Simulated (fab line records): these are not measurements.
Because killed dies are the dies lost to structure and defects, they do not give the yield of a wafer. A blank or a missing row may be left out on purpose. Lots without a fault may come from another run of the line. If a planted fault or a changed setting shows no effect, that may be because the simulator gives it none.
Which tool did it? | flow gf180mcu | 12 lots, 36 wafers sampled, at 5 steps of a route of 602

## WHAT THE GAUGES READ, wafer by wafer
GF_HV_LDD_CD_MEAS_19: the cd target is 400 nm.
lot  | measured     | on        | cd-nm (nm)
L849 | day 10 20:44 | cd-sem-02 | 399.5 400.5 398.1
L850 | day 11 03:50 | cd-sem-01 | 402.5 401.6 400.7
L851 | day 11 09:45 | cd-sem-02 | 397.5 395.5 396.2
L853 | day 12 02:06 | cd-sem-02 | 400.3 400.8 398.1
L854 | day 12 09:37 | cd-sem-02 | 396.9 399.0 396.7
L855 | day 12 12:25 | cd-sem-01 | 399.5 401.2 400.8
L856 | day 13 01:04 | cd-sem-01 | 403.1 401.2 401.3
L857 | day 13 06:58 | cd-sem-01 | 401.5 400.7 401.5
L862 | day 14 19:39 | cd-sem-02 | 403.0 402.7 398.8
L865 | day 15 21:49 | cd-sem-01 | 397.1 399.1 397.9
L870 | day 17 10:07 | cd-sem-01 | 418.2 419.8 417.5
L871 | day 17 17:19 | cd-sem-01 | 423.3 421.8 420.5

GF_HV_LDD_OVL_MEAS_32.
lot  | measured     | on         | HV_LDD_02_OVL (nm)
L849 | day 11 16:20 | overlay-01 | -0.1 -1.7 -1.2
L850 | day 11 22:38 | overlay-01 | 0.9 -0.4 0.7
L851 | day 12 04:47 | overlay-01 | 0.1 1.0 0.7
L853 | day 12 21:59 | overlay-01 | -1.2 -0.3 -0.6
L854 | day 13 05:41 | overlay-01 | -0.1 2.0 0.4
L855 | day 13 09:14 | overlay-01 | 0.6 2.1 0.7
L856 | day 13 21:20 | overlay-01 | 1.1 0.1 -0.1
L857 | day 14 03:59 | overlay-01 | -0.8 -0.9 -0.7
L862 | day 15 17:35 | overlay-02 | 1.7 3.0 0.8
L865 | day 16 20:44 | overlay-01 | 1.4 -0.5 0.3
L870 | day 18 09:41 | overlay-02 | 3.0 2.3 3.6
L871 | day 18 17:23 | overlay-01 | -1.2 -3.1 -1.7

## WHICH TOOL RAN EACH LOT (tool, then ch and the chambers of the sampled wafers, then the start)
lot  | GF_VT_IMPLANT_RTA_45             | GF_HV_LDD_COAT_14                 | GF_HV_LDD_STRIP_22
L849 | rtp-anneal-02 ch 0, day 7 14:43  | litho-track-03 ch 0, day 10 11:26 | plasma-asher-03 ch 0,1, day 10 21:01
L850 | rtp-anneal-02 ch 0, day 7 19:49  | litho-track-03 ch 0, day 10 18:35 | plasma-asher-01 ch 0, day 11 04:07
L851 | rtp-anneal-02 ch 0, day 8 03:10  | litho-track-01 ch 0, day 11 00:01 | plasma-asher-03 ch 0,1, day 11 10:04
L853 | rtp-anneal-02 ch 0, day 8 16:29  | litho-track-02 ch 0, day 11 16:30 | plasma-asher-02 ch 0,1, day 12 02:24
L854 | rtp-anneal-02 ch 0, day 8 21:31  | litho-track-03 ch 0, day 12 00:02 | plasma-asher-03 ch 0,1, day 12 09:55
L855 | rtp-anneal-01 ch 0, day 9 03:21  | litho-track-02 ch 0, day 12 02:15 | plasma-asher-02 ch 0,1, day 12 12:43
L856 | rtp-anneal-01 ch 0, day 9 14:04  | litho-track-02 ch 0, day 12 15:15 | plasma-asher-01 ch 0,1, day 13 01:22
L857 | rtp-anneal-01 ch 0, day 9 19:42  | litho-track-02 ch 0, day 12 21:00 | plasma-asher-01 ch 0,1, day 13 07:16
L862 | rtp-anneal-02 ch 0, day 11 02:34 | litho-track-01 ch 0, day 14 09:10 | plasma-asher-02 ch 0,1, day 14 19:57
L865 | rtp-anneal-01 ch 0, day 12 01:24 | litho-track-01 ch 0, day 15 10:34 | plasma-asher-01 ch 0,1, day 15 22:07
L870 | rtp-anneal-02 ch 0, day 13 08:58 | litho-track-03 ch 0, day 16 22:19 | plasma-asher-03 ch 0,1, day 17 10:25
L871 | rtp-anneal-02 ch 0, day 13 16:55 | litho-track-03 ch 0, day 17 05:08 | plasma-asher-03 ch 0,1, day 17 17:36
- GF_VT_IMPLANT_RTA_45: time 30 s.
- GF_HV_LDD_COAT_14: resist thk 1000 nm.
- GF_HV_LDD_STRIP_22: strips in O2/N2.

## WHAT THE TOOLS THEMSELVES READ (means of the sampled wafers that have a number; where no wafer has one, the mark that the record gives instead)
GF_VT_IMPLANT_RTA_45.
lot  | tool          | lamp-power-pct (%) | wafer_temp_C_max
L849 | rtp-anneal-02 | 40.2               | 1056.2
L850 | rtp-anneal-02 | 40.2               | 1055.7
L851 | rtp-anneal-02 | 40.2               | 1054.7
L853 | rtp-anneal-02 | 40.3               | 1056.9
L854 | rtp-anneal-02 | 40.3               | 1056.1
L855 | rtp-anneal-01 | 37.1               | 1055.1
L856 | rtp-anneal-01 | 37.1               | 1056.2
L857 | rtp-anneal-01 | 37.1               | 1054.8
L862 | rtp-anneal-02 | 40.2               | 1055.5
L865 | rtp-anneal-01 | 37.1               | 1055.3
L870 | rtp-anneal-02 | 40.2               | 1056.4
L871 | rtp-anneal-02 | 40.2               | 1055.6

GF_HV_LDD_COAT_14.
lot  | tool           | dispense-pressure-kPa (kPa)
L849 | litho-track-03 | 52.6
L850 | litho-track-03 | 52.6
L851 | litho-track-01 | 51.0
L853 | litho-track-02 | 54.5
L854 | litho-track-03 | 52.6
L855 | litho-track-02 | 54.5
L856 | litho-track-02 | 54.6
L857 | litho-track-02 | 54.5
L862 | litho-track-01 | 51.0
L865 | litho-track-01 | 51.0
L870 | litho-track-03 | 52.6
L871 | litho-track-03 | 52.6

GF_HV_LDD_STRIP_22.
lot  | tool            | drypump-motor-current-A (A) | heater-power-w (W) | oes-product-au (a.u.) | strip-time-to-endpoint-s (s)
L849 | plasma-asher-03 | 5.8                         | 371                | 0.719                 | 12.623
L850 | plasma-asher-01 | 5.6                         | 358                | 0.715                 | 12.665
L851 | plasma-asher-03 | 5.3                         | 338                | 0.713                 | 12.620
L853 | plasma-asher-02 | 5.8                         | 358                | 0.721                 | 12.631
L854 | plasma-asher-03 | 5.3                         | 336                | 0.717                 | 12.652
L855 | plasma-asher-02 | 5.8                         | 356                | 0.719                 | 12.637
L856 | plasma-asher-01 | 5.7                         | 356                | 0.718                 | 12.637
L857 | plasma-asher-01 | 5.8                         | 357                | 0.716                 | 12.631
L862 | plasma-asher-02 | 6.1                         | 323                | 0.716                 | 12.653
L865 | plasma-asher-01 | 5.7                         | 356                | 0.718                 | 12.634
L870 | plasma-asher-03 | 5.3                         | 335                | 0.663                 | 10.486
L871 | plasma-asher-03 | 5.8                         | 368                | 0.669                 | 10.471

## THE ANSWER, worked out from the rows above alone
Rule: the lots themselves supply what counts as usual. The widest of any qualifying gaps counts: lots, ordered by their means at a reading, are off when they make up no more than a third of the lots, leave a main group of 4 or more, and stand apart from it by 3 or more times the standard deviation of that group's means. The tables above print the reading to a certain number of digits; a main group whose means all agree to those digits is not used. A lot without any number at a reading at which 4 lots or more have one is off too. Where the step has rows for the other lots, those lots are counted as sound. The gauges are gone through in route order, then the tools' own readings, and for those a lot's mean is taken as printed above. The first step at which some lot is off is used, and at that step the reading that is off furthest; a lot without a number counts as furthest.
Off at GF_HV_LDD_CD_MEAS_19 (cd-nm): L870, L871. Main group: mean 399.8 nm, sd 1.8.
A tool fits if, at a process step before that reading, it ran every lot that is off, and no sound lot after the first of them. The gauges at GF_HV_LDD_CD_MEAS_19 aren't tried: what is off there is off at GF_HV_LDD_STRIP_22 too, on other tools, and a gauge's error can't cause that. Can't be told from this: 2 tools fit, rtp-anneal-02 at GF_VT_IMPLANT_RTA_45, litho-track-03 at GF_HV_LDD_COAT_14.

## WHAT THE SIMULATOR PUT IN
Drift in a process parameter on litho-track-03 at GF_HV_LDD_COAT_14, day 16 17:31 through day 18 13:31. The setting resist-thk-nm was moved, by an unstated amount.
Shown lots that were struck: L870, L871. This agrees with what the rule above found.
